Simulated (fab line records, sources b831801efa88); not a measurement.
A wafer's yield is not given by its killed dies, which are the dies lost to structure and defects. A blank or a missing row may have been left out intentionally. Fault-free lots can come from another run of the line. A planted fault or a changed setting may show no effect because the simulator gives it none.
Code-filled problem report in 8D (eight disciplines) form || flow sky130 || the parts of the form that need people (team, actions taken, sign-off) are left out

1. THE ISSUE
killed_at_M0_to_M3 at SKY_PAD_OPEN_PROBE_99 reads a mean of 150 on 9 wafers of 3 lots; wafers without a fault read 43 with a standard deviation of 7.3. Measured from the usual mean, that is +15 standard deviations.
Earliest sighting: wafer L196.2 on prober-01 at day 47 20:13. The record holds 12 wafers of 4 lots with a number at this step. The rule behind "out" and "out of limits": a value lying over 4 standard deviations away from the usual mean. Any other wafer with a number is counted as sound.

2. WHAT IT IS AND WHAT IT IS NOT
{"question": "which readings at this step", "is": "killed_at_M0_to_M3, defect limited yield, killed dies, killed on rim, sort_bin_5_function, sort n pass, sort yield pct", "is not": "killed_at_M4_up, killed at contacts, killed at front end, killed at other, killed open, killed short"}
{"question": "which lots", "is": "L196, L197, L198", "is not": "L201"}
{"question": "which wafers of those lots", "is": "all that have a number", "is not": "-"}
{"question": "read on which tools", "is": "prober-01", "is not": "-"}
{"question": "when", "is": "from day 47 20:13", "is not": "up to then (0 sound wafers); but 3 sound wafers of L201 came after"}

3. SUSPECTS, AND WHAT RULES EACH OUT
Counting: any tool at a process step up to the reading is kept as a suspect provided that every lot that is out went through it and no sound lot did after the first of them.
- cmp-01 at SKY_VIA3_CMP_02 (polishes SiO2): kept. It ran every lot that is out, first L196 (day 41 03:44), and no sound lot after that.
- prober-01 at SKY_PAD_OPEN_PROBE_99: ruled out as a lasting fault. Following L196 (day 47 20:13), the first lot on it that is out, the sound lots L201 were run on it.
Remaining after the count: cmp-01 at SKY_VIA3_CMP_02.

4. THE CAUSE (what the simulator had put in)
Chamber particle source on cmp-01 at SKY_VIA3_CMP_02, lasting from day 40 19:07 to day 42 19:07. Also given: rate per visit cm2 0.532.
After counting, this tool was the only one left.

5. THE CHAIN OF EFFECTS, in route order
Rows list readings where the struck wafers' mean (over those with a number) sits beyond 3 standard deviations from the usual. Scope: only readings with a usual standard deviation given in the record; hours: median across lots of the time from each lot's start at the first step in this table that gives one to its start at this step; sigmas: change in usual standard deviations.
{"hours": 0, "step": "SKY_PAD_OPEN_PROBE_99", "reading": "defect limited yield", "usual": "82.6 %", "on struck wafers": 61.9, "change": -20.7, "sigmas": -10}
{"hours": 0, "step": "SKY_PAD_OPEN_PROBE_99", "reading": "killed_at_M0_to_M3", "usual": 43, "on struck wafers": 150, "change": "+107", "sigmas": "+15"}
{"hours": 0, "step": "SKY_PAD_OPEN_PROBE_99", "reading": "killed dies", "usual": 86, "on struck wafers": 187, "change": "+101", "sigmas": "+10"}
{"hours": 0, "step": "SKY_PAD_OPEN_PROBE_99", "reading": "killed on rim", "usual": 17, "on struck wafers": 38, "change": "+21", "sigmas": "+5.8"}
{"hours": 0, "step": "SKY_PAD_OPEN_PROBE_99", "reading": "sort_bin_5_function", "usual": "10.4 %", "on struck wafers": 24.3, "change": "+13.9", "sigmas": "+9.9"}
{"hours": 0, "step": "SKY_PAD_OPEN_PROBE_99", "reading": "sort_bin_6_memory", "usual": "6.2 %", "on struck wafers": 11.6, "change": "+5.4", "sigmas": "+4.5"}
{"hours": 0, "step": "SKY_PAD_OPEN_PROBE_99", "reading": "sort n pass", "usual": 406, "on struck wafers": 305, "change": -101, "sigmas": -10}
{"hours": 0, "step": "SKY_PAD_OPEN_PROBE_99", "reading": "sort yield pct", "usual": "82.6 %", "on struck wafers": 61.9, "change": -20.7, "sigmas": -10}
Here are the process steps it includes:
- SKY_PAD_OPEN_PROBE_99

6. WHAT WOULD HAVE CAUGHT IT SOONER
First out-of-limits reading in this record: day 47 20:13, which is 169 hours after fault onset at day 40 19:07.
No tool reading at SKY_VIA3_CMP_02 that has a usual standard deviation in the record was out on any struck wafer, so an alarm limit of 4 standard deviations on those readings would not have fired.
By day 47 20:13 the whole set of lots that are out, 3 in number, had already begun SKY_VIA3_CMP_02 on cmp-01. A hold on the tool at that time would have spared none of them.
